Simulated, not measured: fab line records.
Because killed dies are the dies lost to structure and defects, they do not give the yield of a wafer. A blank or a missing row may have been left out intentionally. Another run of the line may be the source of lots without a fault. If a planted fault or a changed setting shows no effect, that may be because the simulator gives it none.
fab line records	flow sfq_line
record lots=6	wafers=16	last_day=86
route steps=325 shown M3@122 I3@133 M4@148 I4@163 M8@325
lots with no fault: from the same line, run without faults
start_h: start of the lot's first displayed wafer, in hours after the record's first day	wait_h: time in hours since the lot's previous step	" same as the row above	L1.1+2: a single row standing in for several wafers	- value missing, or start not given	* or withheld: withheld	< > ~ a bound
route shown NAME@n: names a module that has steps shown in the file, with the first one's number in the route	usual: average and standard deviation across the fault-free wafers	same: alike in all rows	chamber/n: place in a boat	sites: readings site by site	_std_site: the values' standard deviation	_edge_site: outer sites' mean less inner sites'	radius_mm: how far each site lies from the wafer's centre	mask NAME#n: copy n	behind: the most recent tool/chamber to have shaped the wafer	hold: why the lot went on hold/how many hours it stayed there/how the hold came to an end	device: whichever transistor did not switch (one of n, p or np)	end of line: tests run on the same wafers once the route is complete	where a step has no rows: the recipe by itself	killed: dies lost to structure and defects at the first sort, not the wafer's yield	map: the dies of a wafer, with x for killed, . for not killed, _ for no die there
set.NAME: the setting as run; set.NAME@STEP: as run at that earlier step	model.NAME: the simulator's own value behind a step, which no gauge read
a table for each step, a row for each wafer; lots at some steps of the route
services: a tool's chamber out of use, with start hour (start_h, from the record's first day; less than 0 if before it), hours out, and reason
## steps
# step SFQ_TRILAYER_M3_LITHO_COAT_080
# recipe resist=BARC	spin_rpm=3000	resist_thk_nm=62
# step SFQ_TRILAYER_M3_LITHO_COAT_075
# recipe resist=KrF	spin_rpm=3000	resist_thk_nm=600
# step SFQ_TRILAYER_M3_LITHO_SOFTBAKE_079
# recipe temp_c=withheld	time_s=withheld	resist=KrF
# step SFQ_TRILAYER_M3_LITHO_EXPOSE_076
# recipe mask_id=M3	na=0.6	source_shape=conventional	sigma_outer=0.65	target_cd_nm=500	dose_mj=14.4
# step SFQ_TRILAYER_M3_LITHO_PEB_078
# recipe peb_temp_c=115	peb_time_s=60	resist=KrF
# step SFQ_TRILAYER_M3_LITHO_DEVELOP_077
# recipe time_s=60	resist=KrF
# step SFQ_M3_OVL_MEAS_921
# usual M3_OVL=-1/5.8
lot.wafer	tool	chamber	start_h	wait_h	M3_OVL[nm]
L689.4	overlay-01	-	947.60	0.1	-4
L689.5	"	-	"	"	-4
L689.6	"	-	"	"	-5
L696.2	overlay-02	-	964.39	0.1	-5
L696.3	"	-	"	"	3
L696.5	"	-	"	"	2
L701.1	overlay-02	-	1018.18	0.1	-5
L701.5	"	-	"	"	4
L707.4	overlay-02	-	1025.40	0.1	-6
L707.5	"	-	"	"	3
L710.4	overlay-01	-	1190.80	0.1	3
L710.5	"	-	"	"	8
L710.6	"	-	"	"	2
L712.1	overlay-02	-	1223.00	0.1	-1
L712.4	"	-	"	"	-3
L712.5	"	-	"	"	0
# step SFQ_TRILAYER_M3_BARC_OPEN_METAL_ETCH_100
# recipe mask_material=PR	chemistry=O2	target_depth_nm=125	target=BARC	icp_w=600	bias_w=80	pressure_mtorr=10	time_s=41.7
# usual bias_w=80.00/0.23	drypump_motor_current_A=5.8/0.38	oes_product_au=0.685/0.0044
lot.wafer	tool	chamber	start_h	wait_h	bias_w	drypump_motor_current_A	oes_product_au	rf_hours_counter_h
L689.4	rie_metal-02	0	947.64	0.0	79.88	5.4	0.682	-
L689.5	"	0	"	"	79.72	5.4	0.678	-
L689.6	"	1	"	"	80.12	6.2	0.678	-
L696.2	rie_metal-04	1	964.42	0.0	79.87	5.5	0.685	127
L696.3	"	1	"	"	79.90	5.6	0.694	-
L696.5	"	0	"	"	80.10	5.7	0.683	-
L701.1	rie_metal-04	1	1018.22	0.0	79.77	5.6	0.682	1
L701.5	"	1	"	"	79.63	5.5	0.682	-
L707.4	rie_metal-04	0	1025.44	0.0	79.69	5.7	0.684	-
L707.5	"	1	"	"	79.90	5.5	0.682	-
L710.4	rie_metal-03	1	1190.88	0.1	80.15	6.5	0.672	-
L710.5	"	1	"	"	79.98	6.6	0.678	-
L710.6	"	1	"	"	80.25	6.6	0.686	-
L712.1	rie_metal-02	1	1223.03	0.0	79.94	6.2	0.681	78
L712.4	"	1	"	"	80.57	6.2	0.683	-
L712.5	"	0	"	"	79.83	5.4	0.692	-
# step SFQ_TRILAYER_M3_ETCH_METAL_ETCH_078
# recipe target=Nb	stop_on=SiO2	mask_material=PR	chemistry=Cl2/Ar	target_depth_nm=240	icp_w=600	bias_w=80	pressure_mtorr=10	time_s=120
# step SFQ_TRILAYER_M3_STRIP_STRIP_079
# recipe gas=O2	power_w=200	platen_temp_c=40	overash_fraction=0.65	chemistry=O2	pressure_mtorr=50
# usual drypump_motor_current_A=5.8/0.38	oes_product_au=1.003/0.013
# same overash_fraction=0.65
lot.wafer	tool	chamber	start_h	wait_h	drypump_motor_current_A	oes_product_au	rf_hours_counter_h
L689.4	rie_metal-02	0	948.00	0.2	5.4	1.000	-
L689.5	"	0	"	"	5.4	1.005	-
L689.6	"	1	"	"	6.2	1.017	-
L696.2	rie_metal-04	1	964.60	0.1	5.6	0.984	128
L696.3	"	1	"	"	5.6	0.989	-
L696.5	"	0	"	"	5.7	0.988	-
L701.1	rie_metal-04	1	1018.40	0.1	5.6	1.006	2
L701.5	"	1	"	"	5.6	1.007	-
L707.4	rie_metal-04	0	1025.80	0.2	5.7	0.974	-
L707.5	"	1	"	"	5.5	1.016	-
L710.4	rie_metal-03	1	1191.79	0.7	6.5	1.002	-
L710.5	"	1	"	"	6.5	1.007	-
L710.6	"	1	"	"	6.6	1.008	-
L712.1	rie_metal-02	1	1223.28	0.1	6.2	1.008	78
L712.4	"	1	"	"	6.2	1.013	-
L712.5	"	0	"	"	5.4	1.017	-
# step SFQ_TRILAYER_M3_STRIP_SOLV_CLEAN_080
# recipe chemistry=NMP	temp_c=70	time_s=600
# step SFQ_TRILAYER_I3_DEP_PECVD_081
# recipe material=SiO2	temp_c=150	time_s=111.11	pressure_torr=2.4	rf_w=183.3	precursor=SiH4/N2O	target_thk_nm=500
# usual heater_power_w=84/20	susceptor_temp_C=149.99/0.14	throttle_valve_pct=23.9/1.4
lot.wafer	tool	chamber	start_h	wait_h	heater_power_w	susceptor_temp_C	throttle_valve_pct
L689.4	pecvd-01	2	948.63	0.0	85	149.82	22.7
L689.5	"	0	"	"	53	150.02	21.7
L689.6	"	1	"	"	119	149.95	23.7
L696.2	pecvd-04	1	965.38	0.0	81	150.20	27.0
L696.3	"	2	"	"	98	149.93	24.0
L696.5	"	1	"	"	80	150.05	26.9
L701.1	pecvd-04	0	1019.18	0.0	92	149.84	26.1
L701.5	"	2	"	"	84	149.84	24.0
L707.4	pecvd-04	2	1026.42	0.0	99	150.05	24.1
L707.5	"	1	"	"	65	150.04	26.8
L710.4	pecvd-01	2	1192.78	0.0	101	149.87	24.0
L710.5	"	1	"	"	112	149.92	23.9
L710.6	"	0	"	"	47	150.31	22.7
L712.1	pecvd-03	1	1224.26	0.0	49	150.13	23.9
L712.4	"	1	"	"	53	150.09	23.9
L712.5	"	2	"	"	80	149.88	24.0
# step SFQ_TRILAYER_I3_CMP_CMP_082
# recipe material=SiO2	down_force_psi=3	platen_rpm=60	pad_velocity_m_s=0.94248
# usual head_pressure_psi=3.000/0.0068	motor_current_A=10.0/0.58	time_to_endpoint_s=216/11
lot.wafer	tool	chamber	start_h	wait_h	head_pressure_psi	motor_current_A	time_to_endpoint_s	model.SiO2_of_TRILAYER_I3_DEP_PECVD_081.thk_nm
L689.4	cmp-02	0	951.47	2.8	3.010	9.4	205	200.4
L689.5	"	1	"	"	2.993	9.9	200	198.8
L689.6	"	2	"	"	3.016	10.7	218	200.9
L696.2	cmp-01	0	973.38	8.0	2.992	11.4	222	199.3
L696.3	"	3	974.88	9.5	3.007	9.8	206	199.1
L696.5	"	1	975.88	10.4	3.007	9.7	242	202.6
L701.1	cmp-01	1	1025.94	6.7	3.000	10.0	187	252
L701.5	"	0	1027.44	8.2	3.000	10.9	187	250.8
L707.4	cmp-01	0	1037.94	11.5	2.999	10.7	222	199.7
L707.5	"	3	1039.44	13.0	3.005	9.2	182	249.6
L710.4	cmp-02	2	1197.42	4.6	2.999	10.2	216	201.2
L710.5	"	2	1199.42	6.6	3.012	10.7	218	201.4
L710.6	"	3	"	"	3.000	9.7	203	199.1
L712.4	cmp-01	1	1231.06	6.7	3.004	10.0	235	201.6
L712.1	"	2	"	"	3.007	10.0	212	200.2
L712.5	"	0	1232.56	8.2	3.000	10.6	218	199.5
# step SFQ_I3_BOW_MEAS_922
# recipe mode=bow
# usual I3_BOW=0/7.7
lot.wafer	tool	chamber	start_h	wait_h	I3_BOW[um]
L689.4	film_metro-03	-	953.03	1.1	-7
L689.5	"	-	"	"	-9
L689.6	"	-	"	"	-9
L696.2	film_metro-03	-	976.40	2.5	4
L696.3	"	-	"	"	0
L696.5	"	-	"	"	-3
L701.1	film_metro-04	-	1028.44	2.0	3
L701.5	"	-	"	"	-9
L701.1	film_metro-04	-	1029.76	1.3	-
L701.5	"	-	"	"	-
L707.4	film_metro-04	-	1040.50	2.1	-7
L707.5	"	-	"	"	-5
L707.4	film_metro-04	-	1041.82	1.3	-
L707.5	"	-	"	"	-
L710.4	film_metro-01	-	1200.48	2.6	1
L710.5	"	-	"	"	-10
L710.6	"	-	"	"	-4
L712.1	film_metro-03	-	1233.06	1.0	-6
L712.4	"	-	"	"	-7
L712.5	"	-	"	"	-7
# step SFQ_TRILAYER_I3_METRO_MEASURE_083
# usual thk_nm=200.2/1.3
lot.wafer	tool	chamber	start_h	wait_h	thk_nm
L689.4	film_metro-03	-	953.69	0.6	200.4
L689.5	"	-	"	"	199.0
L689.6	"	-	"	"	201.0
L696.2	film_metro-03	-	976.70	0.3	199.3
L696.3	"	-	"	"	199.1
L696.5	"	-	"	"	202.6
L701.1	film_metro-04	-	1032.46	2.7	251.8
L701.5	"	-	"	"	250.8
L701.1	film_metro-04	-	1033.89	1.2	251.9
L701.5	"	-	"	"	250.9
L707.4	film_metro-04	-	1046.05	4.2	199.7
L707.5	"	-	"	"	249.7
L707.4	film_metro-04	-	1048.36	2.1	199.8
L707.5	"	-	"	"	249.7
L710.4	film_metro-01	-	1201.14	0.6	201.2
L710.5	"	-	"	"	201.4
L710.6	"	-	"	"	198.9
L712.1	film_metro-03	-	1233.18	0.1	200.4
L712.4	"	-	"	"	201.5
L712.5	"	-	"	"	199.3
# step SFQ_TRILAYER_I3_VIA_LITHO_COAT_090
# recipe resist=BARC	spin_rpm=3000	resist_thk_nm=62
# step SFQ_TRILAYER_I3_VIA_LITHO_COAT_085
# recipe resist=KrF	spin_rpm=3000	resist_thk_nm=650
# step SFQ_TRILAYER_I3_VIA_LITHO_SOFTBAKE_089
# recipe temp_c=withheld	time_s=withheld	resist=KrF
# step SFQ_TRILAYER_I3_VIA_LITHO_EXPOSE_086
# recipe mask_id=I3	na=0.6	source_shape=conventional	sigma_outer=0.65	target_cd_nm=500	dose_mj=21.3
# step SFQ_TRILAYER_I3_VIA_LITHO_PEB_088
# recipe peb_temp_c=115	peb_time_s=60	resist=KrF
# step SFQ_TRILAYER_I3_VIA_LITHO_DEVELOP_087
# recipe time_s=60	resist=KrF
# step SFQ_I3_OVL_MEAS_923
# usual I3_OVL=-1/5.8
lot.wafer	tool	chamber	start_h	wait_h	I3_OVL[nm]
L689.4	overlay-02	-	957.76	0.1	4
L689.5	"	-	"	"	-5
L689.6	"	-	"	"	5
L696.2	overlay-02	-	979.95	0.1	-3
L696.3	"	-	"	"	-4
L696.5	"	-	"	"	-8
L701.1	overlay-02	-	1050.46	0.1	-12
L701.5	"	-	"	"	-1
L707.4	overlay-01	-	1060.17	0.1	-1
L707.5	"	-	"	"	-11
L710.4	overlay-01	-	1205.69	0.1	0
L710.5	"	-	"	"	-9
L710.6	"	-	"	"	-7
L712.1	overlay-02	-	1248.47	0.1	4
L712.4	"	-	"	"	-5
L712.5	"	-	"	"	3
# step SFQ_TRILAYER_I3_VIA_BARC_OPEN_VIA_ETCH_121
# recipe mask_material=PR	chemistry=O2	target_depth_nm=125	target=BARC	source_w=500	bias_w=80	pressure_mtorr=30	time_s=41.7
# step SFQ_TRILAYER_I3_VIA_ETCH_VIA_ETCH_088
# recipe target=SiO2	stop_on=Nb	mask_material=PR	taper_deg=20	chemistry=CHF3	target_depth_nm=260	source_w=500	bias_w=80	pressure_mtorr=30	time_s=withheld
# usual bias_w=80.05/0.25	drypump_motor_current_A=5.5/0.35	oes_product_au=0.856/0.005
lot.wafer	tool	chamber	start_h	wait_h	bias_w	drypump_motor_current_A	oes_product_au	model.I3.feature_depth_nm	model.etch.depth_nm
L689.4	rie_diel-01	0	957.82	0.0	80.22	5.1	0.865	200.4	200.4
L689.5	"	3	"	"	80.03	5.6	0.850	198.8	198.8
L689.6	"	0	"	"	79.94	5.1	0.856	200.9	200.9
L696.2	rie_diel-01	2	980.02	0.0	79.82	5.4	0.855	199.3	199.3
L696.3	"	1	"	"	80.06	5.5	0.853	199.1	199.1
L696.5	"	2	"	"	79.92	5.4	0.855	202.6	202.6
L701.1	rie_diel-04	1	1050.53	0.0	79.91	5.9	0.973	252	252
L701.5	"	0	"	"	80.02	5.8	0.964	250.8	250.8
L707.4	rie_diel-01	3	1060.23	0.0	79.95	5.6	0.856	199.7	199.7
L707.5	"	3	"	"	79.90	5.7	0.972	249.6	249.6
L710.4	rie_diel-01	3	1205.74	0.0	79.87	5.6	0.855	201.2	201.2
L710.5	"	1	"	"	80.42	5.6	0.858	201.4	201.4
L710.6	"	0	"	"	79.72	5.1	0.851	199.1	199.1
L712.1	rie_diel-01	1	1248.55	0.0	80.17	5.6	0.855	200.2	200.2
L712.4	"	1	"	"	80.11	5.6	0.860	201.6	201.6
L712.5	"	2	"	"	79.76	5.4	0.860	199.5	199.5
# step SFQ_TRILAYER_I3_VIA_STRIP_STRIP_089
# recipe gas=O2	power_w=200	platen_temp_c=40	overash_fraction=0.65	chemistry=O2	pressure_mtorr=50
# usual drypump_motor_current_A=5.7/0.37	oes_product_au=0.997/0.012
# same overash_fraction=0.65
lot.wafer	tool	chamber	start_h	wait_h	drypump_motor_current_A	oes_product_au	rf_hours_counter_h
L689.4	rie_metal-01	0	958.14	-	5.6	0.997	-
L689.5	"	0	"	"	5.6	0.993	-
L689.6	"	1	"	"	5.3	0.994	-
L696.2	rie_metal-04	0	980.14	-	5.7	0.977	75
L696.3	"	0	"	"	5.7	0.987	-
L696.5	"	0	"	"	5.7	0.979	-
L701.1	rie_metal-04	0	1050.64	-	5.7	0.979	89
L701.5	"	0	"	"	5.7	0.984	-
L707.4	rie_metal-04	0	1060.54	-	5.7	0.980	-
L707.5	"	1	"	"	5.5	0.984	-
L710.4	rie_metal-01	0	1206.46	-	5.6	1.012	-
L710.5	"	0	"	"	5.6	1.001	-
L710.6	"	0	"	"	5.6	1.004	-
L712.1	rie_metal-04	1	1248.66	-	5.6	1.009	34
L712.4	"	0	"	"	5.7	0.986	-
L712.5	"	0	"	"	5.7	0.987	-
# step SFQ_TRILAYER_I3_VIA_STRIP_SOLV_CLEAN_090
# recipe chemistry=NMP	temp_c=70	time_s=600
# step SFQ_TRILAYER_M4_DEP_PRE_CLEAN_092
# recipe gas=Ar	time_s=22.5	bias_v=250
lot.wafer	tool	chamber	start_h	wait_h	model.SiO2_of_TRILAYER_I3_DEP_PECVD_081.thk_nm
L689.4	pvd_sputter-06	-	958.71	0.0	192.9
L689.5	"	-	"	"	191.3
L689.6	"	-	"	"	193.4
L696.2	pvd_sputter-05	-	980.91	0.0	191.8
L696.3	"	-	"	"	191.6
L696.5	"	-	"	"	195.1
L701.1	pvd_sputter-05	-	1051.42	0.0	244.5
L701.5	"	-	"	"	243.3
L707.4	pvd_sputter-06	-	1061.12	0.0	192.2
L707.5	"	-	"	"	242.1
L710.4	pvd_sputter-06	-	1207.23	0.0	193.7
L710.5	"	-	"	"	193.9
L710.6	"	-	"	"	191.6
L712.1	pvd_sputter-04	-	1249.44	0.0	192.7
L712.4	"	-	"	"	194.1
L712.5	"	-	"	"	192
# step SFQ_TRILAYER_M4_DEP_SPUTTER_091
# recipe material=Nb	base_pressure_pa=1.33e-06	chamber_pressure_pa=0.1333	substrate_temp_c=20	resputter_cathode_voltage_v=400	target_thk_nm=200	power_w=2000	time_s=133.3
# step SFQ_M4_RS_MEAS_924
# recipe thk_meas_gauge=four-point-probe	reads=Nb_of_TRILAYER_M4_DEP_SPUTTER_091
# usual M4_NB_RS=0.885/0.012
lot.wafer	tool	chamber	start_h	wait_h	M4_NB_RS[ohm/sq]
L689.4	film_metro-03	-	958.89	0.1	0.880
L689.5	"	-	"	"	0.899
L689.6	"	-	"	"	0.875
L696.2	film_metro-03	-	981.05	0.1	0.883
L696.3	"	-	"	"	0.879
L696.5	"	-	"	"	0.899
L701.1	film_metro-02	-	1051.55	0.0	0.875
L701.5	"	-	"	"	0.871
L707.4	film_metro-02	-	1061.30	0.1	0.882
L707.5	"	-	"	"	0.861
L710.4	film_metro-01	-	1207.41	0.1	0.874
L710.5	"	-	"	"	0.877
L710.6	"	-	"	"	0.877
L712.1	film_metro-02	-	1249.56	0.0	0.891
L712.4	"	-	"	"	0.890
L712.5	"	-	"	"	0.897
# step SFQ_TRILAYER_M4_LITHO_COAT_098
# recipe resist=BARC	spin_rpm=3000	resist_thk_nm=62
# step SFQ_TRILAYER_M4_LITHO_COAT_093
# recipe resist=KrF	spin_rpm=3000	resist_thk_nm=600
# step SFQ_TRILAYER_M4_LITHO_SOFTBAKE_097
# recipe temp_c=withheld	time_s=withheld	resist=KrF
# step SFQ_TRILAYER_M4_LITHO_EXPOSE_094
# recipe mask_id=M4	na=0.6	source_shape=conventional	sigma_outer=0.65	target_cd_nm=500	dose_mj=14.4
# step SFQ_TRILAYER_M4_LITHO_PEB_096
# recipe peb_temp_c=115	peb_time_s=60	resist=KrF
# step SFQ_TRILAYER_M4_LITHO_DEVELOP_095
# recipe time_s=60	resist=KrF
# step SFQ_M4_OVL_MEAS_926
# usual M4_OVL=-4/5.2
lot.wafer	tool	chamber	start_h	wait_h	M4_OVL[nm]
L689.4	overlay-02	-	961.28	0.1	-13
L689.5	"	-	"	"	-9
L689.6	"	-	"	"	-7
L696.2	overlay-01	-	983.47	0.1	-11
L696.3	"	-	"	"	-13
L696.5	"	-	"	"	-8
L701.1	overlay-02	-	1068.56	0.1	-7
L701.5	"	-	"	"	-2
L707.4	overlay-02	-	1078.17	0.1	-7
L707.5	"	-	"	"	-3
L710.4	overlay-02	-	1210.46	0.1	-1
L710.5	"	-	"	"	-6
L710.6	"	-	"	"	-6
L712.1	overlay-02	-	1256.87	0.1	-12
L712.4	"	-	"	"	-15
L712.5	"	-	"	"	-13
# step SFQ_TRILAYER_M4_BARC_OPEN_METAL_ETCH_123
# recipe mask_material=PR	chemistry=O2	target_depth_nm=125	target=BARC	icp_w=600	bias_w=80	pressure_mtorr=10	time_s=41.7
# step SFQ_TRILAYER_M4_ETCH_METAL_ETCH_096
# recipe target=Nb	stop_on=SiO2	mask_material=PR	chemistry=Cl2/Ar	target_depth_nm=240	icp_w=600	bias_w=80	pressure_mtorr=10	time_s=120
# step SFQ_TRILAYER_M4_STRIP_STRIP_097
# recipe gas=O2	power_w=200	platen_temp_c=40	overash_fraction=0.65	chemistry=O2	pressure_mtorr=50
# step SFQ_TRILAYER_M4_STRIP_SOLV_CLEAN_098
# recipe chemistry=NMP	temp_c=70	time_s=600
# step SFQ_TRILAYER_I4_DEP_PECVD_099
# recipe material=SiO2	temp_c=150	time_s=111.11	pressure_torr=2.4	rf_w=183.3	precursor=SiH4/N2O	target_thk_nm=500
# usual heater_power_w=84/22	susceptor_temp_C=149.99/0.14	throttle_valve_pct=23.6/0.8
lot.wafer	tool	chamber	start_h	wait_h	heater_power_w	susceptor_temp_C	throttle_valve_pct
L689.4	pecvd-02	1	962.30	0.0	91	150.00	24.1
L689.5	"	0	"	"	64	149.84	24.9
L689.6	"	2	"	"	105	149.80	24.2
L696.2	pecvd-01	0	984.46	0.0	57	149.95	21.6
L696.3	"	1	"	"	117	150.24	23.2
L696.5	"	2	"	"	98	149.97	22.7
L701.1	pecvd-03	1	1069.73	0.0	50	150.09	23.2
L701.5	"	1	"	"	52	150.15	23.1
L707.4	pecvd-03	0	1079.19	0.0	111	149.93	23.8
L707.5	"	2	"	"	78	149.82	23.6
L710.4	pecvd-01	0	1211.47	0.0	54	149.96	22.6
L710.5	"	1	"	"	101	149.76	24.0
L710.6	"	2	"	"	98	150.03	23.8
L712.1	pecvd-02	2	1257.87	0.0	98	150.10	24.4
L712.4	"	1	"	"	85	150.10	24.6
L712.5	"	0	"	"	65	150.05	25.3
# step SFQ_M8_BOW_MEAS_951
# recipe mode=bow
# usual M8_BOW=5/11
lot.wafer	tool	chamber	start_h	wait_h	M8_BOW[um]	model.etest.i3.link_ohm
L689.4	film_metro-04	-	1826.48	0.1	-2	1.931
L689.5	"	-	"	"	-5	1.953
L689.6	"	-	"	"	-4	1.93
L696.2	film_metro-01	-	1908.59	0.0	4	1.962
L696.3	"	-	"	"	1	1.954
L696.5	"	-	"	"	-1	1.986
L701.1	film_metro-01	-	2010.63	0.0	13	1.986
L701.5	"	-	"	"	1	1.97
L707.4	film_metro-01	-	2035.57	0.1	-10	1.952
L707.5	"	-	"	"	-7	1.984
L710.4	film_metro-01	-	2045.17	0.1	11	1.967
L710.5	"	-	"	"	-1	1.969
L710.6	"	-	"	"	5	1.965
L712.1	film_metro-01	-	2054.71	0.0	-1	1.983
L712.4	"	-	"	"	-2	1.966
L712.5	"	-	"	"	0	1.97
## services
tool	chamber	start_h	hours	kind
pecvd-01	-	933.25	14.0	pm
rie_diel-01	-	946.65	0.4	repair
pecvd-01	-	950.24	2.8	pm
film_metro-03	-	957.12	0.1	pm
rie_metal-04	-	991.43	1.4	pm
rie_diel-01	1	1010.58	5.5	repair
film_metro-03	-	1035.76	1.6	pm
cmp-01	-	1072.96	3.1	repair
rie_diel-01	0	1087.08	7.0	repair
rie_metal-04	-	1098.12	1.1	repair
rie_metal-04	-	1112.83	39.6	repair
rie_diel-01	0	1116.85	2.6	repair
cmp-01	-	1118.63	1.6	repair
rie_metal-02	0	1119.61	12.4	repair
cmp-01	-	1123.60	4.9	pm
rie_diel-01	2	1132.54	9.9	repair
cmp-01	-	1143.46	3.3	pm
film_metro-03	-	1148.53	2.0	pm
film_metro-03	-	1150.54	0.5	pm
rie_diel-01	2	1158.18	10.2	repair
rie_metal-02	-	1220.02	2.8	pm
cmp-01	-	1238.87	7.1	repair
rie_diel-01	3	1246.04	5.2	repair
cmp-01	-	1254.98	4.0	pm
## key
first_sign step=SFQ_TRILAYER_I3_CMP_CMP_082	reading=time_to_endpoint_s	direction=down	sigmas=2.9	usual=*	struck=*
effect step=SFQ_I3_BOW_MEAS_922	reading=visit	direction=added
effect step=SFQ_TRILAYER_I3_METRO_MEASURE_083	reading=visit	direction=added
effect step=SFQ_TRILAYER_I3_METRO_MEASURE_083	reading=thk_nm	direction=up	sigmas=40	usual=200.2	struck=250.8
effect step=SFQ_TRILAYER_I3_VIA_ETCH_VIA_ETCH_088	reading=oes_product_au	direction=up	sigmas=23	usual=0.856	struck=0.970
model_effect step=SFQ_TRILAYER_I3_CMP_CMP_082	value=SiO2_of_TRILAYER_I3_DEP_PECVD_081.thk_nm	without=200.8	struck=250.8
model_effect step=SFQ_TRILAYER_I3_VIA_ETCH_VIA_ETCH_088	value=I3.feature_depth_nm	without=200.8	struck=250.8
model_effect step=SFQ_TRILAYER_M4_DEP_PRE_CLEAN_092	value=SiO2_of_TRILAYER_I3_DEP_PECVD_081.thk_nm	without=193.3	struck=243.3
model_effect step=SFQ_M8_BOW_MEAS_951	value=etest.i3.link_ohm	without=1.934	struck=1.98
met_at SFQ_TRILAYER_I3_CMP_CMP_082
struck_wafers L701.1,L701.5,L707.5
onset_between 973.38 1025.94
fault kind=process_parameter_drift	tool=cmp-01	chamber=-	onset_h=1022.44	steps=SFQ_TRILAYER_I3_CMP_CMP_082	channel=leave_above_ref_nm	offset=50	shape=step	end_h=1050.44	scope=struck_wafers_only	acts_in=these_recipes_only	stated=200
